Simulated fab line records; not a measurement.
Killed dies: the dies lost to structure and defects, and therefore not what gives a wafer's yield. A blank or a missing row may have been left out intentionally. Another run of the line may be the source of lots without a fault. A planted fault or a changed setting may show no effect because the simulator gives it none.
2 desks, one fault -- flow gf180mcu -- every desk sees just its own numbers, and what lay behind them comes last

## METROLOGY DESK
Lot by lot, what the gauges showed, no matter which tool ran the lot: averages of those sampled wafers that carry a number. If a lot's mean is further than 4 standard deviations from the usual mean, the lot is out of limits and carries the mark OUT (the distance appears in the brackets).
Columns: A = STI_OXIDATION_THK at GF_STI_THK_MEAS_02, usual 10.04 nm; B = MVSD_TW at GF_MVSD_TW_MEAS_11, usual 1571; C = VT_IMPLANT_OVL at GF_VT_IMPLANT_OVL_MEAS_07, usual -0.4 nm; D = NWELL_RS at GF_VT_IMPLANT_RS_MEAS_47, usual 487.1 ohm/sq; E = LVPWELL_RS at GF_VT_IMPLANT_RS_MEAS_48, usual 1195.8 ohm/sq
lot,first seen here,A,B,C,D,E
L801,day 1 13:01,9.68,1566,0.6,487.9,1196.9
L803,day 1 21:58,10.23,1583,-1.2,487.6,1195.2
L804,day 2 02:59,10.12,1578,-0.9,487.3,1198.5
L807,day 2 17:36,10.11,1571,-2.4,486.2,1195.7
L810,day 3 08:55,9.97,1580,-0.3,498.5 (+7.6) OUT,1194.5
L811,day 3 15:10,9.90,1567,-0.5,500.4 (+8.9) OUT,1195.5
L813,day 4 00:10,9.89,1570,-0.3,487.6,1196.9
L816,day 4 14:31,10.35,1563,0.6,486.5,1194.1
L817,day 4 19:31,10.15,1566,-0.2,488.3,1200.2
L818,day 5 00:31,10.10,1571,1.8,486.8,1198.5
L820,day 5 10:31,9.99,1567,0.5,486.1,1193.7
L821,day 5 16:13,9.86,1562,2.0,486.9,1195.1
L824,day 6 08:00,9.86,1576,0.2,487.6,1197.8
This desk reports L810, L811 out of limits; the earliest was L810 at day 9 23:04 (NWELL_RS at GF_VT_IMPLANT_RS_MEAS_47). Within limits: L801, L803, L804, L807, L813, L816, L817, L818, L820, L821, L824.

## THE TOOL OWNER'S DESK: implanter-04
GF_NWELL_IMPLANT_08, tool's own readings: per-lot mean of the sampled wafers with a number, covering each lot this tool ran. If a lot's mean is further than 4 standard deviations from the usual mean, the lot is out of limits and carries the mark OUT (the distance appears in the brackets).
Columns: A = beam energy keV at GF_NWELL_IMPLANT_08, usual 450.02
lot,first seen here,A
L801,day 3 10:37,449.99
L810,day 5 07:17,393.73 (-99 or more) OUT
L811,day 5 14:52,393.79 (-99 or more) OUT
Finding of this desk: L810, L811 out of limits; the first was L810 at day 5 07:17, on beam energy keV at GF_NWELL_IMPLANT_08. Within limits: L801.

## ALL TOGETHER
The tool owner's desk could have raised an alarm at day 5 07:17, on L810, L811.
At day 9 23:04 the metrology desk could have sounded an alarm, on L810, L811.
The lots listed all ran GF_NWELL_IMPLANT_08 on implanter-04.

## WHAT THE SIMULATOR PUT IN
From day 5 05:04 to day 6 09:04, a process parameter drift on implanter-04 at GF_NWELL_IMPLANT_08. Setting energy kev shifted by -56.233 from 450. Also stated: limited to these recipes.
Shown lots that were struck: L810, L811.
Counting hours from when the fault started, the first reading out of limits came at 2 for the tool owner's desk and at 114 for the metrology desk.
